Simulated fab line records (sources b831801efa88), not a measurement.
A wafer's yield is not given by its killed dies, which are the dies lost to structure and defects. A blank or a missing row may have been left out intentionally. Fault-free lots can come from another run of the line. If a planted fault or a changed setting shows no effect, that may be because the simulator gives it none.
Problem report in the 8D (eight disciplines) form, filled by code	flow sky130	the parts of the form that need people (team, actions taken, sign-off) are left out

1. WHAT IS WRONG
killed at other at SKY_PAD_OPEN_PROBE_99 reads a mean of 62.0 on 2 wafers of 2 lots; wafers without a fault read 0.3 with a standard deviation of 0.48. That is +99 or more standard deviations from the usual mean.
The first sign was on wafer L267.3 at day 48 16:59, on prober-02. At this step, 8 wafers from 3 lots have a number in the record. By rule, "out" or "out of limits" means more than 4 standard deviations away from the usual mean. Any other wafer with a number is counted as sound.

2. WHAT IT IS; WHAT IT IS NOT
question	is	is not
which readings at this step	killed at other, defect limited yield, killed dies, sort_bin_3_pad_short, sort n pass, sort yield pct	killed_at_M0_to_M3, killed_at_M4_up, killed at contacts, killed at front end, killed short, sort_bin_6_memory
which lots	L267, L269	L279
which wafers of those lots	L267.3, L269.1	L267.1, L267.5, L269.2, L269.6
read on which tools	prober-02	prober-01
when	from day 48 16:59	up to then (1 sound wafer); but 5 sound wafers of L267, L269, L279 came after

3. SUSPECTS, AND WHAT RULES EACH OUT
Counting: if a tool at a process step up to the reading ran every lot that is out, it stays a suspect. Sound lots after the first of them don't rule it out here, since some wafers of a struck lot are sound.
- plasma asher-04 at SKY_CAP2M_STRIP_14 (strips in O2/N2): kept. It ran every lot that is out, first L267 (day 44 01:53).
- rie diel-03 at SKY_PAD_OPEN_ETCH_07 (etches the open film in CF4/O2, stops on AlCu, target depth 725 nm, time 161.1 s): kept. It ran every lot that is out, first L267 (day 48 14:28).
- prober-02 at SKY_PAD_OPEN_PROBE_99: kept. It ran every lot that is out, first L267 (day 48 16:53). Its own readings are out on those wafers: defect limited yield, killed at other, killed dies, sort_bin_3_pad_short, sort n pass, sort yield pct.
- At SKY_CAP2M_STRIP_14 on plasma asher-04, chamber 0 took the sound wafers of the same lots and chamber 1 took the wafers that are out.
- Within rie diel-03 at SKY_PAD_OPEN_ETCH_07: the wafers that are out ran in chamber 0; their sound lot-mates ran in chambers 1, 2, 3.
plasma asher-04 at SKY_CAP2M_STRIP_14, rie diel-03 at SKY_PAD_OPEN_ETCH_07 and prober-02 at SKY_PAD_OPEN_PROBE_99 are what is left after counting.

4. THE CAUSE (what the simulator had put in)
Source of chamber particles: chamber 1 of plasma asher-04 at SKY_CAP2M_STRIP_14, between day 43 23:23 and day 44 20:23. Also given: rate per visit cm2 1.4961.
This tool is one of the 3 suspects left after counting.

5. THE CHAIN OF EFFECTS, in route order
Each row: a reading whose mean over the struck wafers that have a number lies more than 3 standard deviations from the usual. Only readings for which the record gives a usual standard deviation are gone through. hours: the time from each lot's start at the first step in this table that gives one to its start at this step, as a median over the lots. sigmas: the change in usual standard deviations.
hours	step	reading	usual	on struck wafers	change	sigmas
0	SKY_PAD_OPEN_PROBE_99	defect limited yield	82.9 %	72.1	-10.8	-6.4
0	SKY_PAD_OPEN_PROBE_99	killed at other	0.3	62.0	+61.7	+99 or more
0	SKY_PAD_OPEN_PROBE_99	killed dies	84	138	+54	+6.3
0	SKY_PAD_OPEN_PROBE_99	sort_bin_3_pad_short	0.8 %	4.5	+3.7	+8.8
0	SKY_PAD_OPEN_PROBE_99	sort_bin_5_function	10.1 %	17.2	+7.2	+5.1
0	SKY_PAD_OPEN_PROBE_99	sort n pass	408	354	-54	-6.3
0	SKY_PAD_OPEN_PROBE_99	sort yield pct	82.9 %	72.1	-10.8	-6.4
The process steps in it:
- SKY_PAD_OPEN_PROBE_99

6. HOW IT WOULD HAVE BEEN CAUGHT EARLIER
In this record no reading fell out of limits until day 48 16:59, 114 hours after the fault had begun at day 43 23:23.
Tool readings at SKY_CAP2M_STRIP_14 with a usual standard deviation given in the record: none out on any struck wafer, hence no alarm at a limit of 4 standard deviations on them.
Each of the lots that are out, 2 in all, had begun SKY_CAP2M_STRIP_14 on plasma asher-04 no later than day 48 16:59. A hold on the tool at that time would have spared none of them.
